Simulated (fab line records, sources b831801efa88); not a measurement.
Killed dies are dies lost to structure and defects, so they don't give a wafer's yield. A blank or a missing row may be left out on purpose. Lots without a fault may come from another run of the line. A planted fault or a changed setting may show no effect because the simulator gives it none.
A struck lot beside a sound one | flow gf180mcu | 20 steps out of a route of 602
Sound: wafers L948.2, L948.3, L948.5. Struck: wafers L968.2, L968.5, L968.6. The cause comes at the end.
At each step with rows: each side's tool, then ch and its chambers, then its first start. Under that, the readings that differ: sound wafers | struck wafers | difference of the means | sigmas: that difference in standard deviations of wafers without a fault.
alike: readings whose means differ by less than 2 such deviations, and words and numbers that are the same on both sides. not compared: withheld readings, readings that some wafer has no value for, bounds like >300 that may hide the same value, and numbers for which the record gives no deviation and whose values overlap.
The two part at a step that has a row with sigmas, a row that says differs or no value, or rows on one side only. Numbers that don't overlap but have no deviation are shown without sigmas and don't part them. A reading that every wafer of one side lacks parts them only if that side has two wafers or more.

first, 1 step without rows for these wafers: GF_V5_CVD_00 (deposits SiO2, target thk 300 nm, time 50 s).
GF_V5_THK_MEAS_01:
  sound on film_metro-02, day 26 21:07; struck on film_metro-02, day 32 11:36
  reading            | sound       | struck      | difference | sigmas
  V5_CVD_00_THK (nm) | 300 304 296 | 307 301 312 | +7         | +2
GF_V5_CVD_02: deposits SiO2 from TEOS, target thk 1450 nm, time 163.28 s.
  sound on pecvd-03 ch 2, day 26 21:10; struck on pecvd-01 ch 0,2, day 32 11:39
  alike: heater_power_w
GF_V5_THK_MEAS_03:
  sound on film_metro-02, day 26 21:20; struck on film_metro-01, day 32 11:46
  alike: V5_CVD_02_THK
GF_V5_CMP_04: polishes SiO2.
  sound on cmp-02 ch 2,3, day 26 21:28; struck on cmp-01 ch 0,2,3, day 32 11:58
  reading             | sound         | struck         | difference | sigmas
  motor_current_A (A) | 10.0 12.2 9.9 | 13.7 12.5 15.0 | +3.0       | +2
  alike: retaining_ring_pressure_frac
GF_V5_BOW_MEAS_05:
  sound on film_metro-03, day 26 21:47; struck on film_metro-02, day 32 12:08
  alike: V5_BOW
then, 6 steps without rows for these wafers: GF_V5_DEHYDRATE_06 (time 60 s); GF_V5_HMDS_07 (prime time 60 s); GF_V5_COAT_08; GF_V5_COAT_09 (resist thk 1000 nm); GF_V5_SOFTBAKE_10 (time 60 s); GF_V5_EXPOSE_11 (exposes mask Via5, target cd 260 nm).
GF_V5_PEB_12: peb time 90 s.
  sound on litho_track-02 ch 0, day 27 17:22; struck on litho_track-01 ch 0, day 33 03:47
  reading                  | sound                | struck               | difference | sigmas
  heater_power_total_W (W) | 85.86 85.82 85.75    | 86.76 86.75 86.68    | +0.92      | +10
  plate_temp_C (C)         | 134.94 134.98 135.15 | 136.20 136.11 136.29 | +1.18      | +9
then, 1 step without rows for these wafers: GF_V5_DEVELOP_13 (develop time 60 s).
GF_V5_CD_MEAS_14: target cd 260 nm.
  sound on cd_sem-01, day 27 17:42; struck on cd_sem-01, day 33 04:13
  reading    | sound             | struck            | difference | sigmas
  cd_nm (nm) | 258.2 258.7 260.3 | 262.8 263.7 263.9 | +4.4       | +4
GF_V5_OVL_MEAS_15:
  sound on overlay-02, day 27 17:49; struck on overlay-02, day 33 04:20
  alike: V5_OVL
GF_V5_ETCH_16: etches BARC in N2/H2.
  sound on rie_diel-04 ch 2,3, day 27 17:50; struck on rie_diel-04 ch 0,1, day 33 04:22
  reading             | sound             | struck          | difference | sigmas
  model.V5.cd_nm (nm) | 257.7 258.9 259.8 | 263 262.9 263.9 | +4         |
  alike: drypump_motor_current_A, oes_product_au, throttle_valve_pct
GF_V5_ETCH_17: etches SiO2 in C4F8/O2/Ar, stops on TiN, target depth 855 nm.
  sound on rie_diel-04 ch 2,3; struck on rie_diel-04 ch 0,1
  reading             | sound             | struck            | difference | sigmas
  model.V5.cd_nm (nm) | 258.1 259.4 260.1 | 261.7 263.3 263.2 | +3.5       |
  alike: oes_product_au
GF_V5_STRIP_18: strips in O2/N2.
  sound on plasma_asher-04 ch 0,1, day 27 17:59; struck on plasma_asher-02 ch 0,1, day 33 04:31
  alike: drypump_motor_current_A, heater_power_w, oes_product_au
  not compared: rf_hours_counter_h
then, 1 step without rows for these wafers: GF_PASSIVATION_PROBE_99.

WHERE THEY PART
First at GF_V5_THK_MEAS_01; last, within this record, at GF_V5_CD_MEAS_14. Later steps at which nothing parts them and some readings are alike: GF_V5_OVL_MEAS_15, GF_V5_ETCH_16, GF_V5_ETCH_17, GF_V5_STRIP_18.

WHY: what the simulator had put in
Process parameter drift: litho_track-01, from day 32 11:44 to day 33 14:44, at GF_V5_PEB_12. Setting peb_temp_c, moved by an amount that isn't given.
